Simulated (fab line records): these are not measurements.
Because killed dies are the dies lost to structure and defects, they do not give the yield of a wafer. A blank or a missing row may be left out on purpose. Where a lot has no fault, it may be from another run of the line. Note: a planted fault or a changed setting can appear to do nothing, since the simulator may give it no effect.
Comparing a struck lot with a sound one    flow gf180mcu    17 out of 602 route steps
Sound: wafers L310.2, L310.4, L310.5. Struck: wafers L307.2, L307.4, L307.5. The cause is given at the end.
At each step with rows: each side's tool, then ch and its chambers, then its first start. Under that, the readings that differ: sound wafers    struck wafers    difference of the means    sigmas: that difference in standard deviations of wafers without a fault.
alike: readings whose means differ by less than 2 such deviations, and words and numbers that are the same on both sides. not compared: withheld readings, readings that some wafer has no value for, bounds like >300 that may hide the same value, and numbers for which the record gives no deviation and whose values overlap.
Wherever a step has rows on one side only, a row that says differs or no value, or a row with sigmas, the two part there. Non-overlapping numbers with no deviation appear without sigmas and do not part them. A reading missing from all wafers of one side parts the sides only when that side holds two or more wafers.

first, 3 steps without rows for these wafers: GF_V1_EXPOSE_11 (exposes mask Via1, target cd 260 nm); GF_V1_PEB_12 (peb time 90 s); GF_V1_DEVELOP_13 (develop time 60 s).
GF_V1_CD_MEAS_14: the cd target is 260 nm.
  sound on cdSem-02 at day 24 08:23; struck on cdSem-01 at day 23 00:05
  alike: cdNm
GF_V1_OVL_MEAS_15:
  sound on overlay-01 at day 24 08:29; struck on overlay-02 at day 23 00:12
  alike: V1_OVL
GF_V1_ETCH_16: etches BARC in N2/H2.
  sound on rieDiel-04 ch 0,1,3, day 24 08:31; struck on rieDiel-03 ch 1,2,3, day 23 00:14
  alike: drypumpMotorCurrentA, oesProductAu, throttleValvePct
GF_V1_ETCH_17: etches SiO2 in C4F8/O2/Ar, stops on TiN, target depth 630 nm.
  sound on rieDiel-04 ch 0,1,3; struck on rieDiel-03 ch 1,2,3
  alike: oesProductAu
GF_V1_STRIP_18: strips in O2/N2.
  sound on plasmaAsher-02 ch 0,1, day 24 08:38; struck on plasmaAsher-02 ch 0,1, day 23 00:21
  alike: drypumpMotorCurrentA, heaterPowerW, o2FlowSccm, oesProductAu, platenTempC
  not compared: rfHoursCounterH
then, 2 steps without rows for these wafers: GF_V1_STRIP_19 (strips in post etch residue remover, time 1200 s); GF_V1_CLEAN_20 (cleans in DIW).
GF_V1_SPUTTER_21: material Ti, target thk 15 nm, time 80.02 s.
  sound on pvdSputter-03 at day 24 09:11; struck on pvdSputter-03 at day 23 00:53
  alike: chamberPressurePa, throttleValvePct
GF_V1_SPUTTER_22: material TiN, target thk 10 nm, time 40 s.
  sound on pvdSputter-03 at day 24 09:14; struck on pvdSputter-03 at day 23 00:57
  alike: chamberPressurePa, throttleValvePct
GF_V1_CVD_23: deposits W, target thk 350 nm, time 105.05 s.
  sound on cvdW-01 ch 1, day 24 09:17; struck on cvdW-02 ch 0, day 23 01:02
  alike: heaterPowerOuterW, heaterPowerW
GF_V1_RS_MEAS_24: measurement is done with a four-point probe.
  sound on filmMetro-04 at day 24 09:25; struck on filmMetro-03 at day 23 01:14
reading           sound              struck             difference  sigmas
V1_W_RS (ohm/sq)  0.329 0.332 0.332  0.395 0.392 0.392  +0.062      +15
GF_V1_THK_MEAS_25: measures by xrf.
  sound on filmMetro-04 at day 24 09:31; struck on filmMetro-03 at day 23 01:20
reading        sound        struck       difference  sigmas
V1_W_THK (nm)  354 349 352  302 305 303  -48         -9
then, 1 step without rows for these wafers: GF_V1_CMP_26 (polishes, stops on SiO2, t overpolish 15 s, target thk 0 nm).
GF_PASSIVATION_PROBE_99:
  the record has rows for the sound wafers here (prober-01, day 33 17:23) and none for the struck ones

== WHERE THEY PART ==
Last at GF_PASSIVATION_PROBE_99 as far as this record goes, first at GF_V1_RS_MEAS_24.

WHY: whatever the simulator had introduced
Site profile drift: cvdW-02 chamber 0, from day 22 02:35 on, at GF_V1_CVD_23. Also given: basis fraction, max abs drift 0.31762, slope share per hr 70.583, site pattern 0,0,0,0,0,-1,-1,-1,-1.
